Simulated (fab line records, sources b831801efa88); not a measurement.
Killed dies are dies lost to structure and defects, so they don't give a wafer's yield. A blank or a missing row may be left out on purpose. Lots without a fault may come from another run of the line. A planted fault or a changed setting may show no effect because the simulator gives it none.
fab line records | flow gf180mcu
record lots=24 wafers=72 last_day=34
route steps=602 shown V2@405 V3@452 V4@501 MIM@504 V5@566
lots that met no fault: from a run of the same line without faults
start_h: hours from the record's first day to the start of the lot's first wafer shown | wait_h: hours since the lot's step before | " the same as in the row above | L1.1+2: a row that stands for several wafers | - no value, or no start given | * or withheld: withheld | < > ~ a bound
route shown NAME@n: a module of which the file shows steps, and the number in the route of the first | usual: mean/standard deviation of fault-free wafers | same: alike in all rows | chamber/n: place in a boat | sites: the reading at each site | _std_site: their standard deviation | _edge_site: outer sites' mean less inner sites' | radius_mm: how far each site lies from the wafer's centre | mask NAME#n: copy n | behind: the tool/chamber that last shaped the wafer | hold: why the lot was held/for how many hours/how that ended | device: the transistor (n, p or np) that didn't switch | end of line: the same wafers' tests at the end of the route | a step without rows: its recipe alone | killed: dies lost to structure and defects at the first sort, not the wafer's yield | map: a wafer's dies, x killed, . not, _ none there
set.NAME: the setting as run; set.NAME@STEP: as run at that earlier step | model.NAME: the simulator's own value behind a step, which no gauge read
steps of the route over a sample of lots; a table a step, a row a wafer
services: from which hour (start_h, from the record's first day; less than 0 if before it) a tool's chamber was out of use, for how many hours, and why
## steps
# step GF_V2_CVD_23
# recipe material=W target_thk_nm=350 time_s=104.94 temp_c=400 pressure_torr=40
# usual heater_power_w=816/90
# columns lot.wafer tool chamber start_h wait_h heater_power_w
L074.4 cvd_w-02 1 466.17 0.1 825
L074.5 " 0 " " 911
L074.6 " 1 " " 837
L075.1 cvd_w-02 0 471.63 0.0 903
L075.2 " 1 " " 831
L075.6 " 1 " " 840
L076.1 cvd_w-01 0 476.77 0.0 682
L076.3 " 0 " " 690
L076.4 " 0 " " 676
L077.2 cvd_w-01 0 485.68 0.1 706
L077.3 " 0 " " 695
L077.5 " 0 " " 679
L078.1 cvd_w-01 1 489.12 0.0 813
L078.2 " 0 " " 677
L078.4 " 0 " " 686
L079.1 cvd_w-01 1 505.32 0.0 812
L079.3 " 1 " " 788
L079.4 " 0 " " 685
L080.3 cvd_w-02 0 517.24 0.1 902
L080.5 " 0 " " 912
L080.6 " 1 " " 853
L081.2 cvd_w-01 1 531.17 0.0 806
L081.5 " 1 " " 795
L081.6 " 0 " " 682
L082.2 cvd_w-01 0 542.90 0.0 692
L082.4 " 1 " " 800
L082.5 " 1 " " 802
L083.1 cvd_w-01 1 548.17 0.0 800
L083.2 " 0 " " 693
L083.6 " 1 " " 818
L084.1 cvd_w-02 1 557.20 0.0 857
L084.3 " 1 " " 845
L084.6 " 1 " " 847
L085.1 cvd_w-02 0 569.86 0.0 933
L085.3 " 1 " " 842
L085.6 " 0 " " 942
L086.3 cvd_w-02 1 577.25 0.1 827
L086.5 " 0 " " 945
L086.6 " 1 " " 832
L087.1 cvd_w-02 0 590.58 0.0 903
L087.4 " 0 " " 929
L087.6 " 1 " " 840
L088.1 cvd_w-01 0 595.62 0.0 689
L088.3 " 0 " " 679
L088.6 " 0 " " 687
L090.1 cvd_w-02 1 600.42 0.0 843
L090.4 " 0 " " 920
L090.5 " 1 " " 863
L091.2 cvd_w-01 1 609.20 0.0 805
L091.3 " 0 " " 686
L091.6 " 0 " " 680
L089.1 cvd_w-02 0 610.77 0.0 931
L089.3 " 0 " " 919
L089.4 " 1 " " 864
L092.1 cvd_w-02 0 616.57 0.0 927
L092.2 " 1 " " 841
L092.3 " 0 " " 921
L093.1 cvd_w-01 0 625.48 0.0 681
L093.3 " 0 " " 690
L093.6 " 0 " " 688
L094.1 cvd_w-02 1 630.16 0.0 840
L094.4 " 0 " " 931
L094.5 " 1 " " 828
L095.1 cvd_w-01 1 631.50 0.0 834
L095.3 " 1 " " 803
L095.4 " 0 " " 681
L096.2 cvd_w-02 1 641.76 0.0 827
L096.4 " 0 " " 932
L096.5 " 0 " " 890
L097.1 cvd_w-02 0 654.03 0.0 919
L097.2 " 1 " " 871
L097.6 " 0 " " 951
# step GF_V2_RS_MEAS_24
# recipe thk_meas_gauge=four-point-probe reads=W_of_V2_CVD_23+TiN_of_V2_SPUTTER_22+Ti_of_V2_SPUTTER_21
# usual V2_W_RS=0.327/0.0046
# columns lot.wafer tool chamber start_h wait_h V2_W_RS[ohm/sq]
L074.4 film_metro-02 - 466.30 0.1 0.331
L074.5 " - " " 0.320
L074.6 " - " " 0.331
L075.1 film_metro-01 - 471.74 0.1 0.321
L075.2 " - " " 0.333
L075.6 " - " " 0.330
L076.1 film_metro-03 - 477.00 0.2 0.334
L076.3 " - " " 0.331
L076.4 " - " " 0.332
L077.2 film_metro-02 - 485.89 0.2 0.329
L077.3 " - " " 0.328
L077.5 " - " " 0.328
L078.1 film_metro-01 - 489.23 0.1 0.321
L078.2 " - " " 0.333
L078.4 " - " " 0.333
L079.1 film_metro-03 - 505.43 0.1 0.320
L079.3 " - " " 0.321
L079.4 " - " " 0.330
L080.3 film_metro-03 - 517.36 0.1 0.320
L080.5 " - " " 0.322
L080.6 " - " " 0.328
L081.2 film_metro-02 - 531.30 0.1 0.324
L081.5 " - " " 0.320
L081.6 " - " " 0.327
L082.2 film_metro-02 - 543.03 0.1 0.332
L082.4 " - " " 0.323
L082.5 " - " " 0.325
L083.1 film_metro-01 - 548.28 0.1 0.325
L083.2 " - " " 0.328
L083.6 " - " " 0.323
L084.1 film_metro-01 - 557.31 0.1 0.334
L084.3 " - " " 0.333
L084.6 " - " " 0.334
L085.1 film_metro-03 - 569.97 0.1 0.322
L085.3 " - " " 0.330
L085.6 " - " " 0.324
L086.3 film_metro-03 - 577.36 0.1 0.330
L086.5 " - " " 0.323
L086.6 " - " " 0.329
L087.1 film_metro-03 - 590.69 0.1 0.322
L087.4 " - " " 0.320
L087.6 " - " " 0.328
L088.1 film_metro-01 - 595.73 0.1 0.329
L088.3 " - " " 0.325
L088.6 " - " " 0.326
L090.1 film_metro-03 - 600.53 0.1 0.333
L090.4 " - " " 0.319
L090.5 " - " " 0.334
L091.2 film_metro-02 - 609.33 0.1 0.325
L091.3 " - " " 0.328
L091.6 " - " " 0.330
L089.1 film_metro-01 - 610.89 0.1 0.325
L089.3 " - " " 0.323
L089.4 " - " " 0.331
L092.1 film_metro-02 - 616.68 0.1 0.322
L092.2 " - " " 0.330
L092.3 " - " " 0.321
L093.1 film_metro-03 - 625.59 0.1 0.333
L093.3 " - " " 0.335
L093.6 " - " " 0.334
L094.1 film_metro-02 - 630.27 0.1 0.327
L094.4 " - " " 0.322
L094.5 " - " " 0.326
L095.1 film_metro-02 - 631.61 0.1 0.327
L095.3 " - " " 0.327
L095.4 " - " " 0.329
L096.2 film_metro-03 - 641.89 0.1 0.324
L096.4 " - " " 0.322
L096.5 " - " " 0.321
L097.1 film_metro-02 - 654.14 0.1 0.324
L097.2 " - " " 0.333
L097.6 " - " " 0.328
# step GF_V3_CVD_23
# recipe material=W target_thk_nm=350 time_s=104.9 temp_c=400 pressure_torr=40
# usual heater_power_w=794/88
# columns lot.wafer tool chamber start_h wait_h heater_power_w
L074.4 cvd_w-01 0 516.50 0.1 669
L074.5 " 0 " " 687
L074.6 " 1 " " 800
L075.1 cvd_w-01 0 521.77 0.0 679
L075.2 " 1 " " 817
L075.6 " 0 " " 684
L076.1 cvd_w-01 0 527.21 0.0 684
L076.3 " 0 " " 674
L076.4 " 1 " " 819
L077.2 cvd_w-01 0 536.12 0.0 678
L077.3 " 0 " " 693
L077.5 " 0 " " 682
L078.1 cvd_w-01 1 537.67 0.0 803
L078.2 " 0 " " 672
L078.4 " 1 " " 806
L079.1 cvd_w-01 1 553.92 0.0 816
L079.3 " 1 " " 794
L079.4 " 0 " " 670
L080.3 cvd_w-02 1 565.11 0.1 826
L080.5 " 0 " " 931
L080.6 " 1 " " 847
L081.2 cvd_w-02 0 578.88 0.0 937
L081.5 " 0 " " 949
L081.6 " 1 " " 845
L082.2 cvd_w-01 0 589.21 0.0 685
L082.4 " 1 " " 806
L082.5 " 0 " " 700
L083.1 cvd_w-02 1 594.67 0.0 841
L083.2 " 0 " " 949
L083.6 " 0 " " 923
L084.1 cvd_w-01 1 603.07 0.0 799
L084.3 " 1 " " 811
L084.6 " 0 " " 700
L085.1 cvd_w-02 1 615.54 0.0 874
L085.3 " 1 " " 841
L085.6 " 0 " " 912
L086.3 cvd_w-01 1 621.10 0.1 810
L086.5 " 0 " " 702
L086.6 " 1 " " 833
L087.1 cvd_w-02 1 635.41 0.0 844
L087.4 " 1 " " 838
L087.6 " 0 " " 914
L088.1 cvd_w-02 0 640.51 0.0 925
L088.3 " 1 " " 840
L088.6 " 0 " " 943
L090.1 cvd_w-01 0 644.71 0.0 683
L090.4 " 1 " " 811
L090.5 " 1 " " 823
L091.2 cvd_w-01 1 652.86 0.0 829
L091.3 " 1 " " 817
L091.6 " 1 " " 816
L089.1 cvd_w-01 1 654.21 0.0 840
L089.3 " 0 " " 672
L089.4 " 1 " " 807
L092.1 cvd_w-02 1 659.43 0.0 848
L092.2 " 0 " " 937
L092.3 " 0 " " 932
L093.1 cvd_w-01 0 668.17 0.0 692
L093.3 " 0 " " 685
L093.6 " 1 " " 823
L094.1 cvd_w-01 0 671.77 0.0 665
L094.4 " 0 " " 668
L094.5 " 0 " " 688
L095.1 cvd_w-01 0 673.06 0.0 676
L095.3 " 0 " " 684
L095.4 " 1 " " 820
L096.2 cvd_w-02 1 683.65 0.0 855
L096.4 " 1 " " 849
L096.5 " 0 " " 937
L097.1 cvd_w-01 1 694.72 0.0 814
L097.2 " 0 " " 684
L097.6 " 0 " " 691
# step GF_V4_THK_MEAS_25
# recipe thk_meas_gauge=xrf reads=W_of_V4_CVD_23
# usual V4_W_THK=361/7.2
# columns lot.wafer tool chamber start_h wait_h V4_W_THK[nm]
L074.4 film_metro-01 - 564.39 0.1 358
L074.5 " - " " 354
L074.6 " - " " 356
L076.1 film_metro-01 - 575.14 0.1 358
L076.3 " - " " 351
L076.4 " - " " 353
L077.2 film_metro-02 - 583.36 0.1 357
L077.3 " - " " 364
L077.5 " - " " 364
L078.1 film_metro-01 - 585.56 0.1 359
L078.2 " - " " 361
L078.4 " - " " 367
L079.1 film_metro-01 - 599.23 0.1 356
L079.3 " - " " 356
L079.4 " - " " 366
L080.3 film_metro-03 - 610.10 0.1 350
L080.5 " - " " 358
L080.6 " - " " 348
L081.2 film_metro-02 - 624.21 0.1 368
L081.5 " - " " 368
L081.6 " - " " 369
L082.2 film_metro-02 - 634.46 0.1 364
L082.4 " - " " 363
L082.5 " - " " 364
L083.1 film_metro-02 - 639.53 0.1 365
L083.2 " - " " 367
L083.6 " - " " 367
L075.1 film_metro-01 - 644.24 0.1 362
L075.2 " - " " 360
L075.6 " - " " 359
L084.1 film_metro-01 - 646.23 0.1 371
L084.3 " - " " 361
L084.6 " - " " 360
L085.1 film_metro-03 - 658.52 0.1 356
L085.3 " - " " 354
L085.6 " - " " 356
L086.3 film_metro-01 - 664.37 0.1 357
L086.5 " - " " 363
L086.6 " - " " 353
L087.1 film_metro-03 - 676.71 0.1 350
L087.4 " - " " 350
L087.6 " - " " 347
L088.1 film_metro-02 - 682.10 0.1 364
L088.3 " - " " 377
L088.6 " - " " 369
L090.1 film_metro-03 - 686.61 0.1 353
L090.4 " - " " 355
L090.5 " - " " 352
L091.2 film_metro-01 - 693.96 0.1 362
L091.3 " - " " 364
L091.6 " - " " 360
L089.1 film_metro-03 - 695.70 0.1 351
L089.3 " - " " 351
L089.4 " - " " 348
L092.1 film_metro-02 - 701.29 0.1 366
L092.2 " - " " 374
L092.3 " - " " 370
L093.1 film_metro-02 - 709.39 0.1 363
L093.3 " - " " 370
L093.6 " - " " 368
L094.1 film_metro-02 - 711.90 0.1 363
L094.4 " - " " 371
L094.5 " - " " 361
L095.1 film_metro-01 - 712.92 0.1 363
L095.3 " - " " 357
L095.4 " - " " 365
L096.2 film_metro-02 - 723.52 0.1 370
L096.4 " - " " 360
L096.5 " - " " 364
L097.1 film_metro-02 - 733.81 0.1 367
L097.2 " - " " 377
L097.6 " - " " 368
# step GF_MIM_SPUTTER_01
# recipe material=TiN target_thk_nm=30 power_w=6500 time_s=25 chamber_pressure_pa=0.4
# usual throttle_valve_pct=30.4/0.96
# columns lot.wafer tool chamber start_h wait_h throttle_valve_pct
L074.4 pvd_sputter-04 - 564.82 0.1 30.5
L074.5 " - " " 30.4
L074.6 " - " " 29.0
L076.1 pvd_sputter-02 - 575.60 0.1 30.6
L076.3 " - " " 30.5
L076.4 " - " " 30.4
L077.2 pvd_sputter-04 - 583.81 0.1 30.2
L077.3 " - " " 29.0
L077.5 " - " " 29.2
L078.1 pvd_sputter-04 - 586.02 0.1 32.0
L078.2 " - " " 30.5
L078.4 " - " " 29.0
L079.1 pvd_sputter-02 - 599.69 0.1 30.6
L079.3 " - " " 31.0
L079.4 " - " " 30.6
L080.3 pvd_sputter-01 - 610.54 0.1 30.0
L080.5 " - " " 31.8
L080.6 " - " " 29.3
L081.2 pvd_sputter-01 - 624.66 0.1 31.5
L081.5 " - " " 30.4
L081.6 " - " " 28.5
L082.2 pvd_sputter-04 - 634.91 0.1 30.8
L082.4 " - " " 28.8
L082.5 " - " " 30.1
L083.1 pvd_sputter-01 - 639.99 0.1 28.3
L083.2 " - " " 29.1
L083.6 " - " " 31.6
L075.1 pvd_sputter-02 - 644.70 0.1 30.6
L075.2 " - " " 30.5
L075.6 " - " " 30.9
L084.1 pvd_sputter-04 - 646.69 0.1 30.5
L084.3 " - " " 30.5
L084.6 " - " " 30.6
L085.1 pvd_sputter-02 - 658.98 0.1 30.4
L085.3 " - " " 31.0
L085.6 " - " " 30.8
L086.3 pvd_sputter-02 - 664.81 0.1 30.7
L086.5 " - " " 30.8
L086.6 " - " " 30.5
L087.1 pvd_sputter-02 - 677.17 0.1 30.8
L087.4 " - " " 30.8
L087.6 " - " " 31.0
L088.1 pvd_sputter-01 - 682.56 0.1 28.5
L088.3 " - " " 29.3
L088.6 " - " " 30.3
L090.1 pvd_sputter-01 - 687.07 0.1 31.6
L090.4 " - " " 29.1
L090.5 " - " " 30.0
L091.2 pvd_sputter-02 - 694.41 0.1 31.2
L091.3 " - " " 30.7
L091.6 " - " " 30.5
L089.1 pvd_sputter-02 - 696.16 0.1 30.4
L089.3 " - " " 30.3
L089.4 " - " " 30.9
L092.1 pvd_sputter-02 - 701.75 0.1 30.5
L092.2 " - " " 30.9
L092.3 " - " " 30.6
L093.1 pvd_sputter-01 - 709.85 0.1 31.9
L093.3 " - " " 30.2
L093.6 " - " " 28.3
L094.1 pvd_sputter-01 - 712.36 0.1 28.4
L094.4 " - " " 29.4
L094.5 " - " " 30.0
L095.1 pvd_sputter-02 - 713.38 0.1 30.7
L095.3 " - " " 31.0
L095.4 " - " " 30.5
L096.2 pvd_sputter-02 - 724.56 0.1 30.3
L096.4 " - " " 31.0
L096.5 " - " " 30.6
L097.1 pvd_sputter-02 - 734.27 0.1 30.3
L097.2 " - " " 30.9
L097.6 " - " " 30.4
# step GF_V5_CMP_26
# recipe stop_on=SiO2 down_force_psi=3.5 platen_rpm=60 t_overpolish_s=15 target_thk_nm=0 pad_velocity_m_s=0.94248
# usual motor_current_A=11.1/0.8 overpolish_run_s=14.999/0.0076 slurry_filter_dp_kPa=13.51/0.14 time_to_endpoint_s=84/6.6
# columns lot.wafer tool chamber start_h wait_h motor_current_A overpolish_run_s slurry_filter_dp_kPa time_to_endpoint_s
L074.4 cmp-01 1 629.68 0.0 10.7 14.998 13.41 89
L074.5 " 1 " " 9.9 15.002 13.49 89
L074.6 " 2 " " 10.8 14.991 13.63 88
L076.3 cmp-01 1 640.08 0.0 10.2 14.993 13.47 96
L076.4 " 2 " " 11.2 15.003 13.20 85
L076.1 " 3 " " 10.3 14.986 13.56 85
L077.2 cmp-02 0 648.67 0.0 12.4 14.993 13.69 77
L077.3 " 3 " " 12.1 14.999 13.27 90
L077.5 " 1 " " 11.5 14.994 13.72 80
L078.4 cmp-02 2 649.84 0.1 10.5 15.004 13.65 72
L078.2 " 3 " " 11.4 14.988 13.58 91
L078.1 " 0 " " 12.2 14.998 13.36 74
L079.3 cmp-01 0 662.21 0.0 10.6 15.011 13.64 82
L079.4 " 1 " " 10.7 15.001 13.44 85
L079.1 " 2 " " 10.6 15.008 13.34 82
L080.3 cmp-01 3 673.24 0.1 9.9 14.992 13.63 89
L080.5 " 1 " " 10.6 15.003 13.50 89
L080.6 " 2 " " 10.2 14.990 13.34 82
L081.2 cmp-02 2 685.44 0.2 11.2 15.009 13.42 77
L081.5 " 0 " " 11.2 15.003 13.40 75
L081.6 " 1 " " 11.5 15.007 13.58 89
L082.2 cmp-02 0 695.48 0.1 12.0 15.007 13.73 81
L082.4 " 1 " " 10.8 15.003 13.74 86
L082.5 " 3 " " 11.6 15.010 13.36 92
L083.2 cmp-01 0 699.85 0.0 11.3 14.990 13.70 90
L083.1 " 3 " " 9.7 14.996 13.49 89
L083.6 " 1 " " 10.6 15.006 13.31 88
L075.1 cmp-02 1 705.45 0.3 11.1 15.001 13.50 86
L075.2 " 3 " " 12.1 14.999 13.60 95
L075.6 " 1 " " 11.5 14.996 13.40 91
L084.1 cmp-01 2 707.57 0.1 10.4 14.991 13.61 81
L084.3 " 0 " " 10.7 15.011 13.70 84
L084.6 " 1 " " 10.2 14.994 13.40 83
L085.3 cmp-02 0 718.65 0.1 12.6 15.005 13.43 84
L085.1 " 1 " " 11.7 14.992 13.42 88
L085.6 " 3 " " 11.8 14.997 13.77 95
L086.3 cmp-02 0 723.96 0.7 11.6 14.994 13.67 80
L086.6 " 2 " " 10.6 14.988 13.41 74
L086.5 " 3 " " 10.9 15.000 13.63 95
L087.1 cmp-02 2 735.88 0.1 9.4 15.003 13.44 73
L087.4 " 3 " " 12.0 14.990 13.57 88
L087.6 " 2 " " 10.2 14.994 13.43 71
L088.1 cmp-01 1 741.24 0.1 9.8 15.002 13.63 92
L088.3 " 2 " " 10.5 15.009 13.53 84
L088.6 " 1 " " 10.5 14.986 13.38 90
L090.1 cmp-02 1 745.06 0.1 11.4 14.994 13.54 88
L090.4 " 2 " " 10.2 14.987 13.76 76
L090.5 " 0 " " 11.9 14.995 13.58 78
L091.3 cmp-02 0 750.18 0.1 12.1 14.994 13.60 77
L091.2 " 2 " " 10.3 14.996 13.45 71
L091.6 " 3 " " 11.8 14.998 13.53 93
L089.3 cmp-02 3 751.68 0.0 11.9 14.995 13.55 86
L089.1 " 0 " " 12.1 15.017 13.48 74
L089.4 " 2 " " 10.7 15.005 13.46 71
L092.3 cmp-02 3 757.73 0.0 11.4 14.990 13.67 86
L092.1 " 0 " " 12.3 14.996 13.42 73
L092.2 " 1 " " 11.4 14.996 13.67 87
L093.1 cmp-02 3 764.49 0.1 11.1 15.011 13.67 92
L093.3 " 0 " " 11.9 15.012 13.45 78
L093.6 " 3 " " 11.9 14.987 13.49 93
L094.4 cmp-02 0 767.34 0.0 11.8 15.005 13.46 72
L094.1 " 3 " " 12.2 15.016 13.33 87
L094.5 " 1 " " 12.1 14.990 13.63 83
L095.3 cmp-02 0 768.98 0.0 12.2 15.014 13.50 75
L095.1 " 1 " " 11.1 14.991 13.55 83
L095.4 " 2 " " 10.3 14.990 13.57 71
L096.2 cmp-01 3 779.68 0.1 9.8 14.991 13.63 85
L096.4 " 1 " " 10.3 14.999 13.72 89
L096.5 " 2 " " 10.8 14.996 13.69 87
L097.2 cmp-01 2 787.48 0.1 10.4 15.008 13.60 91
L097.1 " 3 " " 10.0 14.989 13.41 82
L097.6 " 2 " " 11.1 14.999 13.46 86
## services
# columns tool chamber start_h hours kind
cmp-01 - 467.24 0.5 repair
cvd_w-01 1 475.90 9.9 repair
cmp-01 - 478.10 7.0 pm
cmp-01 - 487.59 0.4 repair
cvd_w-01 - 512.52 0.7 repair
cvd_w-02 - 531.14 6.9 pm
cmp-02 - 531.89 0.6 repair
cmp-01 - 538.74 5.7 pm
pvd_sputter-02 - 539.27 1.1 repair
cvd_w-02 - 555.54 1.4 repair
cmp-02 - 565.62 0.5 repair
cmp-02 - 585.45 4.0 pm
cmp-01 - 592.46 0.5 repair
cvd_w-02 - 619.50 1.6 repair
cmp-01 - 619.98 2.9 repair
pvd_sputter-02 - 646.42 1.2 repair
cmp-02 - 665.30 3.1 pm
cmp-01 - 667.35 1.1 repair
cmp-01 - 678.92 0.3 repair
pvd_sputter-02 - 682.05 7.9 repair
cmp-02 - 683.04 2.3 repair
cvd_w-01 1 714.29 5.7 repair
cvd_w-02 0 723.41 3.7 repair
cvd_w-01 1 771.75 13.7 repair
## key
fault none
